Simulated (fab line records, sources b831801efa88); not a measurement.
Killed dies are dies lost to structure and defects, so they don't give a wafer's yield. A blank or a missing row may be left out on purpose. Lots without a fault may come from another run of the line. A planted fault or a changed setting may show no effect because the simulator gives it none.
A struck lot beside a sound one | flow sfq_line | 28 steps out of a route of 325
Sound: wafers L166.1, L166.3, L166.4. Struck: wafers L164.2, L164.3. The cause comes at the end.
At each step with rows: each side's tool, then ch and its chambers, then its first start. Under that, the readings that differ: sound wafers | struck wafers | difference of the means | sigmas: that difference in standard deviations of wafers without a fault.
alike: readings whose means differ by less than 2 such deviations, and words and numbers that are the same on both sides. not compared: withheld readings, readings that some wafer has no value for, bounds like >300 that may hide the same value, and numbers for which the record gives no deviation and whose values overlap.
The two part at a step that has a row with sigmas, a row that says differs or no value, or rows on one side only. Numbers that don't overlap but have no deviation are shown without sigmas and don't part them. A reading that every wafer of one side lacks parts them only if that side has two wafers or more.

first, 6 steps without rows for these wafers: SFQ_TRILAYER_M0_LITHO_COAT_026 (resist thk 62 nm); SFQ_TRILAYER_M0_LITHO_COAT_021 (resist thk 600 nm); SFQ_TRILAYER_M0_LITHO_SOFTBAKE_025; SFQ_TRILAYER_M0_LITHO_EXPOSE_022 (exposes mask M0, target cd 500 nm); SFQ_TRILAYER_M0_LITHO_PEB_024 (peb time 60 s); SFQ_TRILAYER_M0_LITHO_DEVELOP_023 (time 60 s).
SFQ_M0_OVL_MEAS_906:
  sound on overlay-02, day 14 06:35; struck on overlay-01, day 13 14:17
  alike: M0_OVL
SFQ_TRILAYER_M0_BARC_OPEN_METAL_ETCH_031: etches BARC in O2, target depth 125 nm, time 41.7 s.
  sound on rie_metal-04 ch 0,1, day 14 06:38; struck on rie_metal-01 ch 0, day 13 14:20
  alike: drypump_motor_current_A, oes_product_au
  not compared: rf_hours_counter_h
then, 1 step without rows for these wafers: SFQ_TRILAYER_M0_ETCH_METAL_ETCH_024 (etches Nb in Cl2/Ar, stops on SiO2, target depth 240 nm, time 120 s).
SFQ_TRILAYER_M0_STRIP_STRIP_025: strips in O2.
  sound on rie_metal-04 ch 0,1, day 14 06:49; struck on rie_metal-01 ch 0, day 13 14:53
  reading               | sound             | struck      | difference | sigmas
  oes_product_au (a.u.) | 1.018 1.009 1.018 | 0.976 0.983 | -0.035     | -2
  alike: drypump_motor_current_A
  not compared: rf_hours_counter_h
then, 2 steps without rows for these wafers: SFQ_TRILAYER_M0_STRIP_SOLV_CLEAN_026 (cleans in NMP, time 600 s); SFQ_TRILAYER_I0_DEP_PECVD_027 (deposits SiO2 from SiH4/N2O, time 111.11 s, target thk 500 nm).
SFQ_TRILAYER_I0_CMP_CMP_028: polishes SiO2.
  sound on cmp-01 ch 0,1,2, day 14 07:40; struck on cmp-02 ch 2,3, day 13 16:39
  reading                                             | sound           | struck    | difference | sigmas
  time_to_endpoint_s (s)                              | 223 222 227     | 180 192   | -38        | -4
  model.SiO2_of_TRILAYER_I0_DEP_PECVD_027.thk_nm (nm) | 200 201.6 200.5 | 213 213.9 | +13        |
  alike: motor_current_A, platen_rpm, retaining_ring_pressure_frac
SFQ_I0_BOW_MEAS_907:
  sound on film_metro-03, day 14 10:40; struck on film_metro-04, day 13 19:10
  alike: I0_BOW
SFQ_TRILAYER_I0_METRO_MEASURE_029:
  sound on film_metro-03, day 14 10:47; struck on film_metro-04, day 13 19:28
  reading     | sound             | struck      | difference | sigmas
  thk_nm (nm) | 200.1 201.7 200.5 | 212.9 213.8 | +12.6      | +10
then, 6 steps without rows for these wafers: SFQ_TRILAYER_I0_VIA_LITHO_COAT_036 (resist thk 62 nm); SFQ_TRILAYER_I0_VIA_LITHO_COAT_031 (resist thk 650 nm); SFQ_TRILAYER_I0_VIA_LITHO_SOFTBAKE_035; SFQ_TRILAYER_I0_VIA_LITHO_EXPOSE_032 (exposes mask I0, target cd 500 nm); SFQ_TRILAYER_I0_VIA_LITHO_PEB_034 (peb time 60 s); SFQ_TRILAYER_I0_VIA_LITHO_DEVELOP_033 (time 60 s).
-- the record jumps here: 6 days lie between the struck wafers' starts before and after --
SFQ_I0_OVL_MEAS_908:
  sound on overlay-01, day 20 07:20; struck on overlay-02, day 19 13:13
  alike: I0_OVL
SFQ_TRILAYER_I0_VIA_BARC_OPEN_VIA_ETCH_046: etches BARC in O2, target depth 125 nm, time 41.7 s.
  sound on rie_diel-03 ch 0,2,3, day 20 07:22; struck on rie_diel-02 ch 2,3, day 19 13:14
  alike: drypump_motor_current_A, oes_product_au
  not compared: rf_hours_counter_h
SFQ_TRILAYER_I0_VIA_ETCH_VIA_ETCH_034: etches SiO2 in CHF3, stops on Nb, target depth 260 nm.
  sound on rie_diel-03 ch 0,2,3, day 20 07:25; struck on rie_diel-02 ch 2,3, day 19 13:17
  reading                        | sound             | struck      | difference | sigmas
  oes_product_au (a.u.)          | 0.852 0.863 0.854 | 0.888 0.890 | +0.033     | +7
  model.I0.feature_depth_nm (nm) | 200 201.6 200.5   | 213 213.9   | +13        |
  model.etch.depth_nm (nm)       | 200 201.6 200.5   | 213 213.9   | +13        |
  alike: drypump_motor_current_A
SFQ_TRILAYER_I0_VIA_STRIP_STRIP_035: strips in O2.
  sound on rie_metal-01 ch 0,1, day 20 07:31; struck on rie_metal-03 ch 1, day 19 13:23
  alike: drypump_motor_current_A, oes_product_au
  not compared: rf_hours_counter_h
then, 1 step without rows for these wafers: SFQ_TRILAYER_I0_VIA_STRIP_SOLV_CLEAN_036 (cleans in NMP, time 600 s).
SFQ_TRILAYER_M1_DEP_PRE_CLEAN_038: time 22.5 s.
  sound on pvd_sputter-03, day 20 08:17; struck on pvd_sputter-03, day 19 14:10
  reading                                             | sound           | struck      | difference | sigmas
  model.SiO2_of_TRILAYER_I0_DEP_PECVD_027.thk_nm (nm) | 192.5 194.1 193 | 205.5 206.4 | +12.8      |
  alike: bias_v
SFQ_TRILAYER_M1_DEP_SPUTTER_037: material Nb, target thk 200 nm, time 133.3 s.
  sound on pvd_sputter-03, day 20 08:19; struck on pvd_sputter-03, day 19 14:12
  alike: throttle_valve_pct

WHERE THEY PART
First at SFQ_TRILAYER_M0_STRIP_STRIP_025; last, within this record, at SFQ_TRILAYER_I0_VIA_ETCH_VIA_ETCH_034. Later steps at which nothing parts them and some readings are alike: SFQ_TRILAYER_I0_VIA_STRIP_STRIP_035, SFQ_TRILAYER_M1_DEP_PRE_CLEAN_038, SFQ_TRILAYER_M1_DEP_SPUTTER_037.

WHY: what the simulator had put in
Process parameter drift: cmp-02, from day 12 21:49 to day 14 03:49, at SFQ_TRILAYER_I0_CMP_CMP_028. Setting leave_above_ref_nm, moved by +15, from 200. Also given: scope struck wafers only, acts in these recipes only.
